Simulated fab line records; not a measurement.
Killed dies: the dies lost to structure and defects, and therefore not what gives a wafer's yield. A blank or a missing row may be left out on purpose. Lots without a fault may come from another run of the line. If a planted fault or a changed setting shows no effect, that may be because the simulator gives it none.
A lot that was struck, set against a sound lot + flow sky130 + 43 out of 708 route steps
Sound: the wafers L985.3, L985.4, L985.5. Struck: wafer L997.5. The cause is named last.
For every step that has rows: the tool of each side, followed by ch and its chambers, followed by its first start. Under that, the readings that differ: sound wafers + struck wafers + difference of the means + sigmas: that difference in standard deviations of wafers without a fault.
alike: readings whose means differ by less than 2 such deviations, and words and numbers that are the same on both sides. not compared: withheld readings, readings that some wafer has no value for, bounds like >300 that may hide the same value, and numbers for which the record gives no deviation and whose values overlap.
The two part at a step that has a row with sigmas, a row that says differs or no value, or rows on one side only. Numbers that don't overlap but have no deviation are shown without sigmas and don't part them. Lack of a reading on every wafer of one side parts them only where that side has two or more wafers.

SKY_METAL4_CD_MEAS_13 targets a cd of 300 nm.
  sound: cd_sem-02 at day 41 15:55; struck: cd_sem-02 at day 45 04:58
  alike: cd_nm
SKY_METAL4_OVL_MEAS_14:
  sound: overlay-02 at day 41 16:01; struck: overlay-02 at day 45 05:02
  alike: METAL4_OVL
then, 9 steps without rows for these wafers: SKY_METAL4_DESCUM_15 (chemistry O2, time 8 s); SKY_METAL4_ETCH_16 (etches BARC in N2/H2, stops on SiO2, time 88.2 s, target depth 60 nm); SKY_METAL4_ETCH_17 (etches SiO2 in C4F8/O2/Ar, stops on TiN, time 3.9 s, target depth 15 nm); SKY_METAL4_METAL_ETCH_18 (etches the open film in Cl2/BCl3, stops on SiO2, target depth 845 nm, time 183.1 s); SKY_METAL4_STRIP_19 (strips in O2/N2); SKY_METAL4_STRIP_20 (strips in post etch residue remover, time 1200 s); SKY_METAL4_CLEAN_21 (cleans in IPA, time 180 s); SKY_METAL4_CLEAN_22 (cleans in O3/DIW); SKY_VIA4_HDPCVD_00 (deposits SiO2, target thk 1750 nm, time 291.7 s).
SKY_VIA4_THK_MEAS_01:
  sound: film_metro-04 at day 41 17:20; struck: film_metro-03 at day 45 06:16
| reading              | sound          | struck | difference | sigmas |
|----------------------|----------------|--------|------------|--------|
| VIA4_HDPCVD_THK (nm) | 1728 1750 1755 | 1781   | +37        | +2     |
SKY_VIA4_CMP_02: polishes SiO2.
  sound on cmp-02 ch 0,2, day 41 17:22; struck on cmp-01 ch 0, day 45 06:46
  alike: motor_current_A
SKY_VIA4_BOW_MEAS_03:
  sound: film_metro-03 at day 41 17:43; struck: film_metro-01 at day 45 06:54
  alike: VIA4_BOW
then, 7 steps without rows for these wafers: SKY_VIA4_DEHYDRATE_04 (time 60 s); SKY_VIA4_HMDS_05 (prime time 60 s); SKY_VIA4_COAT_06 (resist thk 1140 nm); SKY_VIA4_SOFTBAKE_07 (time 60 s); SKY_VIA4_EXPOSE_08 (exposes mask VIM4, target cd 800 nm); SKY_VIA4_PEB_09; SKY_VIA4_DEVELOP_10 (develop time 60 s).
SKY_VIA4_OVL_MEAS_11:
  sound: overlay-01 at day 42 16:46; struck: overlay-01 at day 46 04:01
  alike: VIA4_OVL
then, 1 step without rows for these wafers: SKY_VIA4_ETCH_12 (etches SiO2 in C4F8/O2/Ar, stops on TiN, target depth 580 nm).
SKY_VIA4_STRIP_13: strips in O2/N2.
  sound on plasma_asher-01 ch 0,1, day 42 16:54; struck on plasma_asher-04 ch 0, day 46 04:10
| reading                     | sound       | struck | difference | sigmas |
|-----------------------------|-------------|--------|------------|--------|
| drypump_motor_current_A (A) | 5.1 5.8 5.8 | 6.3    | +0.7       | +2     |
  alike: chamber_pressure_mTorr, oes_product_au, strip_time_to_endpoint_s
  not compared: rf_hours_counter_h
then, 4 steps without rows for these wafers: SKY_VIA4_STRIP_14 (strips in post etch residue remover, time 1200 s); SKY_VIA4_CLEAN_15 (cleans in IPA, time 180 s); SKY_VIA4_CLEAN_16 (cleans in O3/DIW); SKY_VIA4_SPUTTER_17 (material TiN, target thk 20 nm, time 80 s).
SKY_VIA4_CVD_18: deposits W, target thk 505 nm, time 152.14 s.
  sound on cvd_w-02 ch 0,1, day 42 17:37; struck on cvd_w-01 ch 1, day 46 04:52
  alike: heater_power_w
SKY_VIA4_RS_MEAS_19: the measuring method here is four-point-probe.
  sound: film_metro-03 at day 42 17:45; struck: film_metro-01 at day 46 04:59
  alike: VIA4_W_RS
SKY_VIA4_THK_MEAS_20: measures by xrf.
  sound: film_metro-03 at day 42 17:51; struck: film_metro-01 at day 46 05:04
  alike: VIA4_W_THK
SKY_VIA4_CMP_21: polishes, stops on SiO2, t overpolish 25 s, target thk 0 nm.
  sound on cmp-02 ch 0,1,2, day 42 17:53; struck on cmp-02 ch 3, day 46 05:54
  alike: motor_current_A, overpolish_run_s, time_to_endpoint_s
then, 2 steps without rows for these wafers: SKY_METAL5_SPUTTER_00 (material Ti, target thk 15 nm, time 10 s); SKY_METAL5_SPUTTER_01 (material TiN, target thk 20 nm, time 16.7 s).
SKY_METAL5_SPUTTER_02: material AlCu, target thk 1150 nm, time 61.2 s.
  sound: pvd_sputter-04 at day 42 18:14; struck: pvd_sputter-01 at day 46 06:04
  alike: throttle_valve_pct
then, 1 step without rows for these wafers: SKY_METAL5_SPUTTER_03 (material Ti, target thk 5 nm, time 3.3 s).
SKY_METAL5_SPUTTER_04: material TiN, target thk 70 nm, time 58.3 s.
  sound: pvd_sputter-04 at day 42 18:18; struck: pvd_sputter-01 at day 46 06:08
  alike: throttle_valve_pct
SKY_METAL5_RS_MEAS_05: the measuring method here is four-point-probe.
  sound: film_metro-04 at day 42 18:23; struck: film_metro-04 at day 46 06:14
| reading                 | sound                   | struck  | difference | sigmas |
|-------------------------|-------------------------|---------|------------|--------|
| METAL5_ALCU_RS (ohm/sq) | 0.02686 0.02653 0.02659 | 0.02736 | +0.00070   | +2     |
SKY_METAL5_THK_MEAS_06: measures by xrf.
  sound: film_metro-04 at day 42 18:29; struck: film_metro-04 at day 46 06:19
  alike: METAL5_ALCU_THK
then, 3 steps without rows for these wafers: SKY_METAL5_DEHYDRATE_07 (time 60 s); SKY_METAL5_HMDS_08 (prime time 60 s); SKY_METAL5_COAT_09 (resist thk 1800 nm).
-- the record jumps here: 3 days lie between the struck wafers' starts before and after (it left off in module METAL5 and takes up again in module PAD_OPEN, whose first step shown is number 708 of the route) --
SKY_PAD_OPEN_PROBE_99:
  sound: prober-01 at day 45 16:29; struck: prober-01 at day 48 20:01
| reading            | sound      | struck | difference | sigmas      |
|--------------------|------------|--------|------------|-------------|
| killed_at_M4_up    | 4 1 2      | 208    | +206       | +99 or more |
| killed_at_contacts | 30 33 32   | 13     | -19        | -3          |
| killed_dies        | 103 82 105 | 271    | +174       | +18         |
| killed_on_rim      | 20 16 18   | 55     | +37        | +10         |
| killed_short       | 42 26 46   | 21     | -17        | -3          |
  alike: killed_at_M0_to_M3, killed_at_front_end, killed_at_other, killed_open

## WHERE THEY PART
Earliest at SKY_VIA4_THK_MEAS_01; latest, in this record, at SKY_PAD_OPEN_PROBE_99.

WHY: what the simulator had put in
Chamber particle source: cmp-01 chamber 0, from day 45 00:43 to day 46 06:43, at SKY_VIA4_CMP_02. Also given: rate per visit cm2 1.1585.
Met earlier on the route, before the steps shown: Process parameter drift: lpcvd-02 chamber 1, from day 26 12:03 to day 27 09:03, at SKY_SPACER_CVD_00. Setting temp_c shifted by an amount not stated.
